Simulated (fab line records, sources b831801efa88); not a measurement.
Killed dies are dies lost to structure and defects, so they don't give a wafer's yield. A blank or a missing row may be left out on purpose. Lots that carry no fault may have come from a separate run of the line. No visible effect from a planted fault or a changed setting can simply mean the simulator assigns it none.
Struck lot and sound lot, side by side + flow sky130 + 40 out of 708 route steps
Sound: these wafers, L192.1, L192.3, L192.4. Wafers struck: L181.1, L181.4, L181.5. The cause is named last.
For every step that has rows: the tool of each side, followed by ch and its chambers, followed by its first start. Under that, the readings that differ: sound wafers + struck wafers + difference of the means + sigmas: that difference in standard deviations of wafers without a fault.
alike: readings whose means differ by less than 2 such deviations, and words and numbers that are the same on both sides. not compared: withheld readings, readings that some wafer has no value for, bounds like >300 that may hide the same value, and numbers for which the record gives no deviation and whose values overlap.
The two part at a step that has a row with sigmas, a row that says differs or no value, or rows on one side only. Numbers that have no deviation but don't overlap get no sigmas and don't part them. A reading that every wafer of one side lacks parts them only if that side has two wafers or more.

first, 5 steps without rows for these wafers: SKY_GATE_OXIDE_COAT_05 (resist thk 1140 nm); SKY_GATE_OXIDE_SOFTBAKE_06 (time 60 s); SKY_GATE_OXIDE_EXPOSE_07 (exposes mask LVOM, target cd 600 nm); SKY_GATE_OXIDE_PEB_08; SKY_GATE_OXIDE_DEVELOP_09 (develop time 60 s).
SKY_GATE_OXIDE_OVL_MEAS_10:
  sound on overlay-02 at day 22 03:28; struck on overlay-01 at day 17 21:31
  alike: GATE_OXIDE_OVL
then, 2 steps without rows for these wafers: SKY_GATE_OXIDE_IMPLANT_11; SKY_GATE_OXIDE_WET_ETCH_12 (etches SiO2 in dHF, target depth 16.8 nm, time 336 s).
SKY_GATE_OXIDE_STRIP_13: strips in O2/N2.
  sound on plasma-asher-03 ch 0,1, day 22 03:45; struck on plasma-asher-01 ch 0,1, day 17 21:48
  alike: drypump-motor-current-A, n2-flow-sccm, o2-flow-sccm, oes-product-au, strip-time-to-endpoint-s
  not compared: rf-hours-counter-h
SKY_GATE_OXIDE_TW_MEAS_14:
  sound on film-metro-02 at day 22 03:51; struck on film-metro-02 at day 17 21:54
  alike: GATE_OXIDE_TW
then, 2 steps without rows for these wafers: SKY_GATE_OXIDE_CLEAN_15 (cleans in SC1/SC2, time 150 s); SKY_GATE_OXIDE_OXIDATION_16 (stabilise 600 s, purge 300 s, target thk 3.57 nm).
SKY_POLY_GATE_CVD_00: deposits poly-Si, target thk 180 nm, time 720 s.
  sound on lpcvd-01 ch 1, day 22 05:29; struck on lpcvd-01 ch 1, day 17 23:39
| reading                                       | sound             | struck            | difference | sigmas |
|-----------------------------------------------|-------------------|-------------------|------------|--------|
| model.poly-Si_of_POLY_GATE_CVD_00.thk-nm (nm) | 179.6 180.1 179.6 | 191.8 191.6 191.4 | +11.8      |        |
  alike: pressure-mtorr, zone-power-centre-pct
SKY_POLY_GATE_THK_MEAS_01:
  sound on film-metro-04 at day 22 07:17; struck on film-metro-01 at day 18 01:05
| reading                   | sound             | struck            | difference | sigmas |
|---------------------------|-------------------|-------------------|------------|--------|
| POLY_GATE_CVD_00_THK (nm) | 179.7 180.2 179.4 | 191.8 191.6 191.2 | +11.8      | +8     |
  not compared: hold
then, 7 steps without rows for these wafers: SKY_RES_PROTECT_HMDS_01 (prime time 60 s); SKY_RES_PROTECT_COAT_02 (resist thk 1140 nm); SKY_RES_PROTECT_SOFTBAKE_03 (time 60 s); SKY_RES_PROTECT_EXPOSE_04 (exposes mask RPM, target cd 1270 nm); SKY_RES_PROTECT_PEB_05; SKY_RES_PROTECT_DEVELOP_06 (develop time 60 s); SKY_POLY_GATE_IMPLANT_02.
SKY_RES_PROTECT_STRIP_07: strips in O2/N2.
  sound on plasma-asher-04 ch 0,1, day 23 13:04; struck on plasma-asher-03 ch 0,1, day 19 07:32
  alike: drypump-motor-current-A, n2-flow-sccm, o2-flow-sccm, oes-product-au, strip-time-to-endpoint-s
  not compared: rf-hours-counter-h
SKY_RES_PROTECT_TW_MEAS_08:
  sound on film-metro-03 at day 23 13:10; struck on film-metro-03 at day 19 07:38
  alike: POLY_GATE_TW
SKY_RES_PROTECT_CLEAN_09: cleans in SC1/SC2, time 150 s.
  sound on wet-bench-02 ch 0, day 23 13:13; struck on wet-bench-04 ch 0, day 19 07:42
| reading                                       | sound         | struck            | difference | sigmas |
|-----------------------------------------------|---------------|-------------------|------------|--------|
| model.poly-Si_of_POLY_GATE_CVD_00.thk-nm (nm) | 179 179.5 179 | 191.2 190.9 190.7 | +11.8      |        |
then, 1 step without rows for these wafers: SKY_POLY_GATE_CVD_03 (deposits Si3N4 from DCS/NH3, target thk 75 nm, time 1290 s).
SKY_POLY_GATE_THK_MEAS_04:
  sound on film-metro-01 at day 23 15:19; struck on film-metro-01 at day 19 09:20
  alike: POLY_GATE_CVD_03_THK
then, 8 steps without rows for these wafers: SKY_POLY_GATE_DEHYDRATE_05 (time 60 s); SKY_POLY_GATE_HMDS_06 (prime time 60 s); SKY_POLY_GATE_COAT_07 (resist thk 110 nm); SKY_POLY_GATE_COAT_08 (resist thk 450 nm); SKY_POLY_GATE_SOFTBAKE_09 (time 90 s); SKY_POLY_GATE_EXPOSE_10 (exposes mask P1M, target cd 150 nm); SKY_POLY_GATE_PEB_11; SKY_POLY_GATE_DEVELOP_12 (develop time 60 s).
SKY_POLY_GATE_CD_MEAS_13 targets a cd of 150 nm.
  sound on cd-sem-02 at day 24 20:41; struck on cd-sem-01 at day 20 15:41
| reading    | sound             | struck            | difference | sigmas |
|------------|-------------------|-------------------|------------|--------|
| cd-nm (nm) | 147.3 146.9 146.8 | 151.8 150.0 149.9 | +3.6       | +2     |
SKY_POLY_GATE_OVL_MEAS_14:
  sound on overlay-02 at day 24 20:49; struck on overlay-02 at day 20 15:49
  alike: POLY_GATE_OVL
SKY_POLY_GATE_ETCH_15: etches BARC in N2/H2, stops on SiO2, time 118.5 s, target depth 110 nm.
  sound on rie-diel-04 ch 1,2,3, day 24 20:51; struck on rie-diel-04 ch 1,2, day 20 15:51
| reading                | sound                | struck               | difference | sigmas |
|------------------------|----------------------|----------------------|------------|--------|
| throttle-valve-pct (%) | 13.200 13.212 13.201 | 13.232 13.225 13.219 | +0.021     | +2     |
  alike: drypump-motor-current-A, n2-flow-sccm, oes-product-au
  not compared: rf-hours-counter-h
SKY_POLY_GATE_ETCH_16: etches Si3N4 in CH3F/O2, stops on poly-Si, time 147.5 s, target depth 75 nm.
  sound on rie-diel-04 ch 1,2,3, day 24 20:56; struck on rie-diel-04 ch 1,2, day 20 15:56
  alike: drypump-motor-current-A, oes-product-au, throttle-valve-pct
  not compared: rf-hours-counter-h
SKY_POLY_GATE_ETCH_17: etches poly-Si in HBr/Cl2, stops on SiO2, target depth 180 nm, time 70.5 s.
  sound on rie-si-01 ch 0,1,3, day 24 21:02; struck on rie-si-01 ch 0,2, day 20 16:02
| reading               | sound             | struck            | difference | sigmas |
|-----------------------|-------------------|-------------------|------------|--------|
| oes-product-au (a.u.) | 0.982 0.977 0.985 | 0.993 1.008 1.016 | +0.024     | +3     |
  alike: drypump-motor-current-A, mfc-cl2-sccm, throttle-valve-pct
  not compared: rf-hours-counter-h, model.POLY_GATE.feature-depth-nm, model.etch.depth-nm
SKY_POLY_GATE_STRIP_18: strips in O2/N2.
  sound on plasma-asher-04 ch 0,1, day 24 21:05; struck on plasma-asher-02 ch 1, day 20 16:05
  alike: drypump-motor-current-A, n2-flow-sccm, o2-flow-sccm, oes-product-au, strip-time-to-endpoint-s
  not compared: rf-hours-counter-h

WHERE THEY PART
Earliest at SKY_POLY_GATE_THK_MEAS_01; latest, in this record, at SKY_POLY_GATE_ETCH_17. Later steps at which nothing parts them and some readings are alike: SKY_POLY_GATE_STRIP_18.

WHY: what the simulator had put in
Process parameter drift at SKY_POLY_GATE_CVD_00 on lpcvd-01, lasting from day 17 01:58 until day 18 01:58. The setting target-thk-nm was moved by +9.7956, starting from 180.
